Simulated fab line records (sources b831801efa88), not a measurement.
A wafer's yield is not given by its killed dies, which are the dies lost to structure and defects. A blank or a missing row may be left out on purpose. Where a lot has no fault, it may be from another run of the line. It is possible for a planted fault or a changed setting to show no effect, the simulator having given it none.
A lot that was struck, set against a sound lot | flow sky130 | 15 steps out of a route of 708
Sound: the wafers L112.1, L112.5, L112.6. Wafers L120.4, L120.5, L120.6 were the ones struck. The cause is named last.
Per side, at each step with rows, come the tool, then ch with its chambers, and then its first start. Under that, the readings that differ: sound wafers | struck wafers | difference of the means | sigmas: that difference in standard deviations of wafers without a fault.
alike: readings with means less than 2 such deviations apart, plus words and numbers identical on both sides. not compared: withheld readings, readings lacking a value on some wafer, bounds such as >300 that could conceal the same value, and numbers that have no deviation in the record and whose values overlap.
A row with sigmas, a row that says differs or no value, or rows on one side alone: a step with any of these is where the two part. When numbers do not overlap yet have no deviation, they are printed without sigmas and do not part them. A reading missing from all wafers of one side parts the sides only when that side holds two or more wafers.

SKY_METAL1_DESCUM_17: chemistry O2, time 8 s.
  sound on rieMetal-02 ch 1, day 34 01:06; struck on rieMetal-03 ch 0,1, day 37 03:52
  alike: drypumpMotorCurrentA, oesProductAu
  not compared: rfHoursCounterH
SKY_METAL1_ETCH_18: etches BARC in N2/H2, stops on SiO2, time 45.9 s, target depth 60 nm.
  sound on rieMetal-02 ch 1, day 34 01:10; struck on rieMetal-03 ch 0,1, day 37 03:55
  alike: drypumpMotorCurrentA, oesProductAu, throttleValvePct
  not compared: rfHoursCounterH
SKY_METAL1_METAL_ETCH_19: etches the open film in Cl2/BCl3, stops on SiO2, target depth 360 nm, time 78 s.
  sound on rieMetal-02 ch 1, day 34 01:17; struck on rieMetal-03 ch 0,1, day 37 03:59
  alike: drypumpMotorCurrentA, oesProductAu, throttleValvePct
  not compared: rfHoursCounterH
SKY_METAL1_STRIP_20: strips in O2/N2.
  sound on plasmaAsher-03 ch 0,1, day 34 01:28; struck on plasmaAsher-03 ch 0,1, day 37 04:04
  alike: drypumpMotorCurrentA, oesProductAu, stripTimeToEndpointS
  not compared: rfHoursCounterH
then, 4 steps without rows for these wafers: SKY_METAL1_STRIP_21 (strips in post etch residue remover, time 1200 s); SKY_METAL1_CLEAN_22 (cleans in IPA, time 180 s); SKY_METAL1_CLEAN_23 (cleans in O3/DIW); SKY_VIA1_HDPCVD_00 (deposits SiO2, target thk 1030 nm, time 171.7 s).
SKY_VIA1_THK_MEAS_01:
  sound on filmMetro-04, day 34 02:13; struck on filmMetro-01, day 37 04:49
  alike: VIA1_HDPCVD_THK
SKY_VIA1_CMP_02: polishes SiO2.
  sound on cmp-02 ch 0,3, day 34 02:19; struck on cmp-01 ch 1,2, day 37 04:54
  alike: motorCurrentA, slurryFilterDpKPa
SKY_VIA1_BOW_MEAS_03:
  sound on filmMetro-04, day 34 02:34; struck on filmMetro-02, day 37 05:13
  alike: VIA1_BOW
then, 1 step without rows for these wafers: SKY_VIA1_DEHYDRATE_04 (time 60 s).
SKY_VIA1_HMDS_05: prime time 60 s.
  sound on lithoTrack-02 ch 0, day 34 15:23; struck on lithoTrack-01 ch 0, day 37 17:28
reading        | sound                | struck               | difference | sigmas
primeTempC (C) | 119.89 119.94 119.92 | 123.42 123.33 123.46 | +3.49      | +23
then, 2 steps without rows for these wafers: SKY_VIA1_COAT_06 (resist thk 60 nm); SKY_PAD_OPEN_PROBE_99.

## WHERE THEY PART
SKY_VIA1_HMDS_05 only, going by this record.

WHY: what the simulator had put in
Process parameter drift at SKY_VIA1_HMDS_05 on lithoTrack-01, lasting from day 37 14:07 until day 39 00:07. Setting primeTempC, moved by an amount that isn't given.
